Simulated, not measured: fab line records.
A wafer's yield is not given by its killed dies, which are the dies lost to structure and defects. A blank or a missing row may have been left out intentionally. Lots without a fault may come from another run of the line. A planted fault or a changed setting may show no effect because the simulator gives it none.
fab line records | flow sky130
record: lots: 13 wafers: 39 lastDay: 50
route steps=708 shown POLY_GATE@227 LDD_N@244 LDD_LDN@297 PAD_OPEN@708
lots with no fault: from the same line, run without faults
startH: hours from the record's opening day to when the first of the lot's shown wafers began | waitH: hours since the lot's step before | " as in the row above | L1.1+2: a single row standing in for several wafers | - either no value or no given start | * or withheld: withheld | < > ~ a bound
route shown NAME@n: a module of which the file shows steps, and the number in the route of the first | usual: mean/standard deviation taken from wafers without a fault | same: alike in all rows | chamber/n: place in a boat | sites: readings site by site | _std_site: the values' standard deviation | _edge_site: mean of outer sites minus mean of inner sites | radiusMm: for every site, how far away it sits from the centre of the wafer | mask NAME#n: copy n | behind: the tool/chamber that last shaped the wafer | hold: the reason the lot was held/the length of the hold in hours/how it ended | device: transistor that didn't switch, given as n, p or np | end of line: the tests these same wafers got at the end of their route | a step given without rows: its recipe and nothing more | killed: dies lost to structure and defects at the first sort, not the wafer's yield | map: dies across one wafer; x = killed, . = not, _ = none there
set.NAME: the setting as run; set.NAME@STEP: as run at that earlier step | model.NAME: the simulator's own value behind a step, which no gauge read
route steps across a sampled set of lots; one table per step, one row per wafer
services: the hour from which a tool's chamber was out of use, counted from the record's first day as startH (under 0 if before that day), plus the number of hours and why
== steps ==
step: SKY_POLY_GATE_CD_MEAS_13
recipe: targetCdNm: 150
usual: cdNm: 149.9/1.4
columns lot.wafer tool chamber startH waitH cdNm
L470.2 cdSem-01 - 359.54 - 152.1
L470.3 " - " " 151.7
L470.5 " - " " 151.7
L472.1 cdSem-02 - 390.86 - 146.9
L472.2 " - " " 148.4
L472.4 " - " " 148.3
L471.1 cdSem-02 - 391.86 - 150.6
L471.5 " - " " 150.3
L471.6 " - " " 150.5
L473.2 cdSem-01 - 396.74 - 150.7
L473.4 " - " " 150.6
L473.5 " - " " 151.7
L474.1 cdSem-02 - 399.30 - 150.6
L474.2 " - " " 149.4
L474.5 " - " " 150.1
L476.1 cdSem-01 - 427.55 - 150.4
L476.4 " - " " 150.2
L476.6 " - " " 149.9
L477.2 cdSem-01 - 435.99 - 150.8
L477.4 " - " " 150.0
L477.5 " - " " 150.8
L478.2 cdSem-02 - 442.06 - 150.1
L478.5 " - " " 149.3
L478.6 " - " " 148.9
L486.1 cdSem-01 - 516.75 - 149.4
L486.4 " - " " 149.1
L486.6 " - " " 148.8
L488.1 cdSem-01 - 527.02 - 152.2
L488.3 " - " " 151.4
L488.6 " - " " 153.1
L490.1 cdSem-01 - 558.90 - 150.2
L490.3 " - " " 149.8
L490.5 " - " " 149.3
L492.2 cdSem-01 - 568.59 - 147.7
L492.5 " - " " 147.2
L492.6 " - " " 147.2
L493.2 cdSem-02 - 572.00 - 150.2
L493.3 " - " " 150.6
L493.4 " - " " 151.0
step: SKY_LDD_N_OVL_MEAS_07
usual: LDD_N_OVL: -0.5/1.6
columns lot.wafer tool chamber startH waitH LDD_N_OVL[nm]
L470.2 overlay-01 - 392.23 0.1 2.5
L470.3 " - " " 1.4
L470.5 " - " " 0.9
L472.1 overlay-02 - 424.00 0.1 -0.4
L472.2 " - " " -2.6
L472.4 " - " " 0.2
L471.1 overlay-02 - 424.27 0.1 -0.2
L471.5 " - " " -0.8
L471.6 " - " " -1.7
L473.2 overlay-01 - 431.58 0.1 -4.5
L473.4 " - " " -0.9
L473.5 " - " " -3.3
L474.1 overlay-02 - 431.68 0.1 -1.1
L474.2 " - " " 0.6
L474.5 " - " " -0.4
L476.1 overlay-01 - 460.33 0.1 3.2
L476.4 " - " " 2.9
L476.6 " - " " 0.9
L477.2 overlay-02 - 468.63 0.1 -2.9
L477.4 " - " " -2.6
L477.5 " - " " -2.5
L478.2 overlay-01 - 475.36 0.1 0.7
L478.5 " - " " -0.5
L478.6 " - " " -0.9
L486.1 overlay-02 - 548.30 0.1 -0.8
L486.4 " - " " -2.5
L486.6 " - " " 0.6
L488.1 overlay-01 - 558.55 0.1 0.9
L488.3 " - " " -0.3
L488.6 " - " " -0.7
L490.1 overlay-01 - 591.02 0.1 -3.2
L490.3 " - " " 0.9
L490.5 " - " " 1.4
L492.2 overlay-01 - 599.43 0.1 -1.2
L492.5 " - " " -0.5
L492.6 " - " " 0.0
L493.2 overlay-01 - 603.36 0.1 -1.2
L493.3 " - " " 1.5
L493.4 " - " " 0.8
step: SKY_LDD_N_STRIP_16
recipe: chemistry: O2/N2 powerW: 1400 pressureMtorr: 1500 platenTempC: withheld o2FlowSccm: 3000 n2FlowSccm: 300 overashFraction: 0.5
usual: drypumpMotorCurrentA: 5.6/0.42 oesProductAu: 0.407/0.0047 stripTimeToEndpointS: 4.318/0.016
columns lot.wafer tool chamber startH waitH drypumpMotorCurrentA oesProductAu rfHoursCounterH stripTimeToEndpointS
L470.2 plasmaAsher-02 1 393.46 0.1 5.3 0.402 23 4.315
L470.3 " 1 " " 5.3 0.402 - 4.327
L470.5 " 0 " " 5.9 0.413 - 4.302
L472.1 plasmaAsher-02 0 425.24 0.1 5.9 0.409 26 4.314
L472.2 " 1 " " 5.3 0.408 26 4.294
L472.4 " 0 " " 5.9 0.407 - 4.325
L471.1 plasmaAsher-04 1 425.51 0.1 5.1 0.412 78 4.311
L471.5 " 0 " " 5.7 0.405 - 4.335
L471.6 " 1 " " 5.1 0.404 - 4.335
L473.2 plasmaAsher-02 1 432.81 0.1 5.4 0.409 27 4.315
L473.4 " 0 " " 5.9 0.400 - 4.319
L473.5 " 1 " " 5.4 0.398 - 4.303
L474.1 plasmaAsher-01 0 432.91 0.1 5.3 0.404 0 4.317
L474.2 " 1 " " 6.3 0.416 0 4.330
L474.5 " 1 " " 6.3 0.404 - 4.316
L476.1 plasmaAsher-01 0 461.56 0.1 5.3 0.401 3 4.332
L476.4 " 1 " " 6.3 0.407 - 4.318
L476.6 " 0 " " 5.3 0.411 - 4.324
L477.2 plasmaAsher-01 1 469.86 0.1 6.3 0.402 4 4.314
L477.4 " 0 " " 5.3 0.405 - 4.300
L477.5 " 0 " " 5.3 0.401 - 4.319
L478.2 plasmaAsher-04 0 476.59 0.1 5.8 0.400 83 4.334
L478.5 " 1 " " 5.1 0.402 - 4.327
L478.6 " 0 " " 5.7 0.411 - 4.314
L486.1 plasmaAsher-01 1 549.54 0.1 6.3 0.419 12 4.299
L486.4 " 1 " " 6.3 0.407 - 4.304
L486.6 " 1 " " 6.3 0.402 - 4.304
L488.1 plasmaAsher-04 0 559.79 0.1 5.8 0.411 91 4.308
L488.3 " 0 " " 5.8 0.406 - 4.345
L488.6 " 1 " " 5.1 0.405 - 4.342
L490.1 plasmaAsher-04 1 592.26 0.1 5.1 0.403 94 4.293
L490.3 " 1 " " 5.1 0.402 - 4.341
L490.5 " 1 " " 5.1 0.408 - 4.306
L492.2 plasmaAsher-01 1 600.66 0.1 6.3 0.407 18 4.308
L492.5 " 1 " " 6.3 0.403 - 4.309
L492.6 " 0 " " 5.3 0.409 - 4.336
L493.2 plasmaAsher-02 1 604.59 0.1 5.4 0.400 44 4.292
L493.3 " 1 " " 5.4 0.401 - 4.291
L493.4 " 0 " " 5.9 0.411 - 4.291
step: SKY_LDD_LDN_IMPLANT_08
recipe: species: As energyKev: 15 doseCm2: 1.25e+13 tiltDeg: withheld rotationDeg: 23
usual: doseIonsCm2: 1.2496e+13/1.3e+10 faradayCurrentUA: 70.4/1.3
columns lot.wafer tool chamber startH waitH doseIonsCm2 faradayCurrentUA
L470.2 implanter-03 0 515.22 0.0 1.2499e+13 70.0
L470.3 " 0 " " 1.2501e+13 69.4
L470.5 " 0 " " 1.2482e+13 71.0
L472.1 implanter-03 0 546.36 0.0 1.2477e+13 70.9
L472.2 " 0 " " 1.2503e+13 68.2
L472.4 " 0 " " 1.2507e+13 71.6
L471.1 implanter-01 0 548.04 0.0 1.2503e+13 71.3
L471.5 " 0 " " 1.2488e+13 68.0
L471.6 " 0 " " 1.248e+13 70.9
L473.2 implanter-01 0 554.29 0.0 1.2511e+13 68.1
L473.4 " 0 " " 1.2498e+13 71.5
L473.5 " 0 " " 1.2485e+13 71.2
L474.1 implanter-03 0 554.39 0.0 1.2494e+13 70.1
L474.2 " 0 " " 1.2492e+13 72.0
L474.5 " 0 " " 1.2521e+13 70.9
L476.1 implanter-01 0 583.14 0.5 1.0014e+13 56.2
L476.4 " 0 " " 1.0037e+13 57.6
L476.6 " 0 " " 1.0015e+13 55.0
L477.2 implanter-01 0 591.73 0.0 1.0012e+13 55.4
L477.4 " 0 " " 1.0017e+13 55.8
L477.5 " 0 " " 1.0028e+13 54.3
L478.2 implanter-02 0 597.13 0.0 1.2478e+13 66.7
L478.5 " 0 " " 1.2502e+13 67.6
L478.6 " 0 " " 1.25e+13 69.5
L486.1 implanter-03 0 666.24 0.0 1.2506e+13 70.5
L486.4 " 0 " " 1.2475e+13 71.0
L486.6 " 0 " " 1.2478e+13 68.7
L488.1 implanter-02 0 675.71 0.0 1.2509e+13 70.9
L488.3 " 0 " " 1.2515e+13 71.2
L488.6 " 0 " " 1.2506e+13 70.7
L490.1 implanter-03 0 706.92 0.1 1.2483e+13 73.5
L490.3 " 0 " " 1.2479e+13 69.9
L490.5 " 0 " " 1.2478e+13 69.7
L492.2 implanter-01 0 715.37 0.1 1.2492e+13 70.4
L492.5 " 0 " " 1.2492e+13 70.7
L492.6 " 0 " " 1.2505e+13 71.9
L493.2 implanter-01 0 717.59 0.0 1.2484e+13 69.3
L493.3 " 0 " " 1.25e+13 70.1
L493.4 " 0 " " 1.2469e+13 69.2
step: SKY_PAD_OPEN_PROBE_99
usual: killed_at_M0_to_M3: 44/7.3 killed_at_M4_up: 3.5/1.8 killedAtContacts: 24/5.8 killedAtFrontEnd: 16/4.3 killedAtOther: 0.5/0.68 killedDies: 88/9.4 killedOpen: 48/6.8 killedShort: 40/6.1
same: grossDies: 492 killedAtBackSide: 0
columns lot.wafer tool chamber startH waitH killed_at_M0_to_M3 killed_at_M4_up killedAtContacts killedAtFrontEnd killedAtOther killedDies killedOpen killedShort
L486.1 prober-02 - 1170.25 0.1 52 4 20 19 3 98 51 44
L486.4 prober-02 - 1170.40 0.2 38 4 24 17 0 83 43 40
L486.6 prober-02 - 1170.50 0.2 46 2 20 9 0 77 44 33
killed by level:class
L486.1 VIA2:geometricParticle:open=12 CONTACT:geometricParticle:open=10 METAL1:geometricParticle:short=7 VIA1:geometricParticle:open=7 POLY_GATE:geometricParticle:open=6 VIA1:geometricParticle:short=6 METAL2:geometricParticle:short=6 FIELD_ISO:geometricParticle:short=5
L486.4 CONTACT:geometricParticle:open=9 VIA2:geometricParticle:open=8 VIA1:geometricParticle:open=7 FIELD_ISO:geometricParticle:short=5 VIA3:geometricParticle:short=5 LOCAL_INTERCONNECT:geometricParticle:short=5 CONTACT:geometricParticle:short=5 METAL1:geometricParticle:short=5
L486.6 VIA1:geometricParticle:open=10 CONTACT:geometricParticle:open=8 VIA2:geometricParticle:open=7 FIELD_ISO:geometricParticle:open=5 METAL2:geometricParticle:short=5 VIA3:geometricParticle:short=5 VIA3:geometricParticle:open=5 METAL1:geometricParticle:short=4
== services ==
columns tool chamber startH hours kind
plasmaAsher-02 - 373.87 12.6 repair
plasmaAsher-04 - 381.32 0.6 repair
plasmaAsher-04 - 391.98 3.4 repair
implanter-02 - 399.32 4.1 pm
implanter-01 - 404.28 1.6 repair
plasmaAsher-01 - 421.25 9.0 pm
implanter-01 - 439.28 5.4 repair
implanter-02 - 446.11 1.1 repair
implanter-01 - 450.88 10.0 repair
implanter-02 - 473.37 4.7 repair
implanter-02 - 478.30 2.0 repair
plasmaAsher-01 - 500.83 1.7 repair
plasmaAsher-04 - 513.51 4.3 pm
implanter-02 - 550.75 3.8 pm
implanter-03 - 555.33 5.8 pm
implanter-02 - 556.28 1.0 repair
plasmaAsher-04 - 573.65 2.3 repair
implanter-01 - 616.46 0.5 repair
implanter-01 - 617.34 3.5 pm
plasmaAsher-04 - 681.52 15.6 pm
plasmaAsher-01 - 686.82 2.7 repair
implanter-01 - 693.24 6.1 repair
plasmaAsher-04 - 701.37 1.6 repair
implanter-01 - 706.40 4.4 pm
== key ==
firstSign: step: SKY_LDD_LDN_IMPLANT_08 reading: doseIonsCm2 direction: down sigmas: 99+ usual: * struck: *
effect: step: SKY_LDD_LDN_IMPLANT_08 reading: faradayCurrentUA direction: down sigmas: 11 usual: 70.4 struck: 55.7
metAt SKY_LDD_LDN_IMPLANT_08
struckLots L476,L477
testerLeftOut L476,L477
notActingAt SKY_POLY_GATE_CD_MEAS_13,SKY_LDD_N_OVL_MEAS_07,SKY_LDD_N_STRIP_16
onsetBetween 554.29 583.14
fault: kind: processParameterDrift tool: implanter-01 chamber: - onsetH: 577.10 steps: SKY_LDD_LDN_IMPLANT_08 channel: doseCm2 offset: * shape: step endH: 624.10 actsIn: * stated: *
testerLeftOut: of these lots the tester's yield and bins aren't shown, on N5 and GAA mostly nor the transistor test; their killed dies are dies lost to structure and defects alone, not to doping, threshold or leakage, so they don't give the yield
